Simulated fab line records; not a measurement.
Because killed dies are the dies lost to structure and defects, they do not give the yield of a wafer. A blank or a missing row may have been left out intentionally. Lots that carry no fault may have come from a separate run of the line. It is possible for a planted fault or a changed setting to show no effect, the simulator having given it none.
Which tool is to blame? :: flow sky130 :: Sampling: 13 lots, 39 wafers, 4 of 708 route steps

WHAT THE GAUGES READ, wafer by wafer
SKY_METAL4_CD_MEAS_13: the cd target is 300 nm.
lot: L953
measured: day 41 15:46
on: cd-sem-02
cd-nm (nm): 300.2 299.5 301.0

lot: L954
measured: day 41 19:53
on: cd-sem-01
cd-nm (nm): 300.4 300.6 299.3

lot: L955
measured: day 41 21:34
on: cd-sem-02
cd-nm (nm): 296.7 297.2 295.0

lot: L956
measured: day 42 14:23
on: cd-sem-01
cd-nm (nm): 299.2 299.4 299.3

lot: L957
measured: day 42 16:05
on: cd-sem-01
cd-nm (nm): 302.6 301.5 303.1

lot: L958
measured: day 43 11:02
on: cd-sem-02
cd-nm (nm): 299.1 299.8 297.5

lot: L959
measured: day 43 12:59
on: cd-sem-02
cd-nm (nm): 298.7 300.6 300.4

lot: L961
measured: day 44 15:16
on: cd-sem-01
cd-nm (nm): 301.1 300.1 300.8

lot: L965
measured: day 45 04:02
on: cd-sem-01
cd-nm (nm): 301.3 301.3 301.5

lot: L966
measured: day 45 06:44
on: cd-sem-01
cd-nm (nm): 300.9 299.7 299.1

lot: L969
measured: day 45 19:24
on: cd-sem-02
cd-nm (nm): 299.6 299.7 298.6

lot: L970
measured: day 46 07:14
on: cd-sem-02
cd-nm (nm): 301.9 302.8 300.2

lot: L971
measured: day 46 08:14
on: cd-sem-02
cd-nm (nm): 300.1 300.4 301.9

SKY_VIA4_OVL_MEAS_11.
lot: L953
measured: day 42 15:56
on: overlay-01
VIA4_OVL (nm): 1.8 -0.5 2.7

lot: L954
measured: day 42 20:23
on: overlay-02
VIA4_OVL (nm): 0.5 0.2 0.9

lot: L955
measured: day 42 22:26
on: overlay-02
VIA4_OVL (nm): 0.5 0.7 0.0

lot: L956
measured: day 43 15:05
on: overlay-02
VIA4_OVL (nm): -1.0 0.2 -1.0

lot: L957
measured: day 43 16:02
on: overlay-01
VIA4_OVL (nm): -1.2 0.0 1.3

lot: L958
measured: day 44 10:41
on: overlay-01
VIA4_OVL (nm): 1.8 2.0 -0.1

lot: L959
measured: day 44 12:53
on: overlay-02
VIA4_OVL (nm): -0.3 -0.6 0.0

lot: L961
measured: day 45 14:05
on: overlay-02
VIA4_OVL (nm): 1.3 0.2 2.5

lot: L965
measured: day 46 02:17
on: overlay-02
VIA4_OVL (nm): 2.6 2.8 2.6

lot: L966
measured: day 46 05:11
on: overlay-02
VIA4_OVL (nm): 0.3 -1.0 0.2

lot: L969
measured: day 46 17:18
on: overlay-02
VIA4_OVL (nm): 0.6 0.8 -0.1

lot: L970
measured: day 47 04:38
on: overlay-01
VIA4_OVL (nm): 0.3 1.3 -0.3

lot: L971
measured: day 47 05:14
on: overlay-01
VIA4_OVL (nm): 0.4 0.7 -1.9

WHAT TOOL EACH LOT RAN ON (gives the tool, then ch and the chambers of the sampled wafers, and finally the start)
lot: L953
SKY_POLY_GATE_CVD_03: lpcvd-02 ch 1, day 15 00:44
SKY_CAP2M_STRIP_14: plasma-asher-04 ch 0,1, day 40 15:30

lot: L954
SKY_POLY_GATE_CVD_03: lpcvd-02 ch 1, day 15 09:44
SKY_CAP2M_STRIP_14: plasma-asher-03 ch 0,1, day 40 18:58

lot: L955
SKY_POLY_GATE_CVD_03: lpcvd-02 ch 1, day 15 11:29
SKY_CAP2M_STRIP_14: plasma-asher-02 ch 0,1, day 40 20:57

lot: L956
SKY_POLY_GATE_CVD_03: lpcvd-02 ch 0, day 16 02:48
SKY_CAP2M_STRIP_14: plasma-asher-02 ch 0,1, day 41 14:35

lot: L957
SKY_POLY_GATE_CVD_03: lpcvd-02 ch 0, day 16 14:02
SKY_CAP2M_STRIP_14: plasma-asher-03 ch 0,1, day 41 16:56

lot: L958
SKY_POLY_GATE_CVD_03: lpcvd-02 ch 1, day 17 02:38
SKY_CAP2M_STRIP_14: plasma-asher-02 ch 0,1, day 42 11:54

lot: L959
SKY_POLY_GATE_CVD_03: lpcvd-02 ch 1, day 17 06:49
SKY_CAP2M_STRIP_14: plasma-asher-02 ch 0,1, day 42 13:48

lot: L961
SKY_POLY_GATE_CVD_03: lpcvd-02 ch 1, day 18 16:41
SKY_CAP2M_STRIP_14: plasma-asher-02 ch 0, day 43 16:27

lot: L965
SKY_POLY_GATE_CVD_03: lpcvd-02 ch 0, day 19 15:27
SKY_CAP2M_STRIP_14: plasma-asher-03 ch 0,1, day 44 05:33

lot: L966
SKY_POLY_GATE_CVD_03: lpcvd-02 ch 0, day 19 19:55
SKY_CAP2M_STRIP_14: plasma-asher-02 ch 0,1, day 44 07:45

lot: L969
SKY_POLY_GATE_CVD_03: lpcvd-02 ch 1, day 20 16:47
SKY_CAP2M_STRIP_14: plasma-asher-02 ch 0,1, day 44 21:24

lot: L970
SKY_POLY_GATE_CVD_03: lpcvd-02 ch 1, day 21 06:17
SKY_CAP2M_STRIP_14: plasma-asher-03 ch 0,1, day 45 10:03

lot: L971
SKY_POLY_GATE_CVD_03: lpcvd-02 ch 0, day 21 11:32
SKY_CAP2M_STRIP_14: plasma-asher-04 ch 1, day 45 10:57
- SKY_POLY_GATE_CVD_03: deposits Si3N4 from DCS/NH3, target thk 75 nm, time 1290 s.
- SKY_CAP2M_STRIP_14: strips in O2/N2.

WHAT THE TOOLS THEMSELVES READ (means of the sampled wafers that have a number; where no wafer has one, the mark that the record gives instead)
SKY_POLY_GATE_CVD_03.
lot: L953
tool: lpcvd-02
zone-power-bottom-pct (%): 17.3
zone-power-lower-pct (%): 12.02
zone-power-upper-pct (%): 13.54

lot: L954
tool: lpcvd-02
zone-power-bottom-pct (%): 17.3
zone-power-lower-pct (%): 11.97
zone-power-upper-pct (%): 13.52

lot: L955
tool: lpcvd-02
zone-power-bottom-pct (%): 17.3
zone-power-lower-pct (%): 11.89
zone-power-upper-pct (%): 13.59

lot: L956
tool: lpcvd-02
zone-power-bottom-pct (%): 20.7
zone-power-lower-pct (%): 12.21
zone-power-upper-pct (%): 13.02

lot: L957
tool: lpcvd-02
zone-power-bottom-pct (%): 20.9
zone-power-lower-pct (%): 12.27
zone-power-upper-pct (%): 13.02

lot: L958
tool: lpcvd-02
zone-power-bottom-pct (%): 17.2
zone-power-lower-pct (%): 11.98
zone-power-upper-pct (%): 13.53

lot: L959
tool: lpcvd-02
zone-power-bottom-pct (%): 17.1
zone-power-lower-pct (%): 12.06
zone-power-upper-pct (%): 13.46

lot: L961
tool: lpcvd-02
zone-power-bottom-pct (%): 17.1
zone-power-lower-pct (%): 12.02
zone-power-upper-pct (%): 13.46

lot: L965
tool: lpcvd-02
zone-power-bottom-pct (%): 21.0
zone-power-lower-pct (%): 12.09
zone-power-upper-pct (%): 13.09

lot: L966
tool: lpcvd-02
zone-power-bottom-pct (%): 20.7
zone-power-lower-pct (%): 12.23
zone-power-upper-pct (%): 12.94

lot: L969
tool: lpcvd-02
zone-power-bottom-pct (%): 17.3
zone-power-lower-pct (%): 12.00
zone-power-upper-pct (%): 13.45

lot: L970
tool: lpcvd-02
zone-power-bottom-pct (%): 17.2
zone-power-lower-pct (%): 11.94
zone-power-upper-pct (%): 13.42

lot: L971
tool: lpcvd-02
zone-power-bottom-pct (%): 20.9
zone-power-lower-pct (%): 12.31
zone-power-upper-pct (%): 12.98

SKY_CAP2M_STRIP_14.
lot: L953
tool: plasma-asher-04
drypump-motor-current-A (A): 6.0
o2-flow-sccm (sccm): 3001
oes-product-au (a.u.): 0.713
strip-time-to-endpoint-s (s): 12.61

lot: L954
tool: plasma-asher-03
drypump-motor-current-A (A): 5.5
o2-flow-sccm (sccm): 3004
oes-product-au (a.u.): 0.708
strip-time-to-endpoint-s (s): 12.67

lot: L955
tool: plasma-asher-02
drypump-motor-current-A (A): 5.6
o2-flow-sccm (sccm): 2998
oes-product-au (a.u.): 0.707
strip-time-to-endpoint-s (s): 12.65

lot: L956
tool: plasma-asher-02
drypump-motor-current-A (A): 5.4
o2-flow-sccm (sccm): 2989
oes-product-au (a.u.): 0.712
strip-time-to-endpoint-s (s): 12.66

lot: L957
tool: plasma-asher-03
drypump-motor-current-A (A): 5.7
o2-flow-sccm (sccm): 2993
oes-product-au (a.u.): 0.705
strip-time-to-endpoint-s (s): 12.67

lot: L958
tool: plasma-asher-02
drypump-motor-current-A (A): 5.4
o2-flow-sccm (sccm): 2993
oes-product-au (a.u.): 0.710
strip-time-to-endpoint-s (s): 12.66

lot: L959
tool: plasma-asher-02
drypump-motor-current-A (A): 5.4
o2-flow-sccm (sccm): 2999
oes-product-au (a.u.): 0.711
strip-time-to-endpoint-s (s): 12.66

lot: L961
tool: plasma-asher-02
drypump-motor-current-A (A): 5.1
o2-flow-sccm (sccm): 3005
oes-product-au (a.u.): 0.709
strip-time-to-endpoint-s (s): 12.61

lot: L965
tool: plasma-asher-03
drypump-motor-current-A (A): 5.7
o2-flow-sccm (sccm): 2994
oes-product-au (a.u.): 0.711
strip-time-to-endpoint-s (s): 12.66

lot: L966
tool: plasma-asher-02
drypump-motor-current-A (A): 5.7
o2-flow-sccm (sccm): 3000
oes-product-au (a.u.): 0.710
strip-time-to-endpoint-s (s): 12.64

lot: L969
tool: plasma-asher-02
drypump-motor-current-A (A): 5.4
o2-flow-sccm (sccm): 2999
oes-product-au (a.u.): 0.709
strip-time-to-endpoint-s (s): 12.67

lot: L970
tool: plasma-asher-03
drypump-motor-current-A (A): 5.7
o2-flow-sccm (sccm): 3007
oes-product-au (a.u.): 0.710
strip-time-to-endpoint-s (s): 12.61

lot: L971
tool: plasma-asher-04
drypump-motor-current-A (A): 4.7
o2-flow-sccm (sccm): 2993
oes-product-au (a.u.): 0.709
strip-time-to-endpoint-s (s): 12.62

THE ANSWER, worked out from the rows above alone
Rule: what is usual is taken from the lots themselves. The widest of any qualifying gaps counts: lots, ordered by their means at a reading, are off when they make up no more than a third of the lots, leave a main group of 4 or more, and stand apart from it by 3 or more times the standard deviation of that group's means. A main group is skipped when, at the precision printed for the reading in the tables above, its means are all equal. Also off: a lot with no number at a reading for which 4 or more lots have one. Any other lot the step has rows for is counted as sound. First the gauges in route order, then the tools' own readings, where a lot's mean is used as printed above. At the first step where some lot is off, the reading lying furthest off is the one used; lots without a number count as furthest.
Nothing can be told from this: no lot is off at any reading shown.

WHAT THE SIMULATOR HAD INSERTED
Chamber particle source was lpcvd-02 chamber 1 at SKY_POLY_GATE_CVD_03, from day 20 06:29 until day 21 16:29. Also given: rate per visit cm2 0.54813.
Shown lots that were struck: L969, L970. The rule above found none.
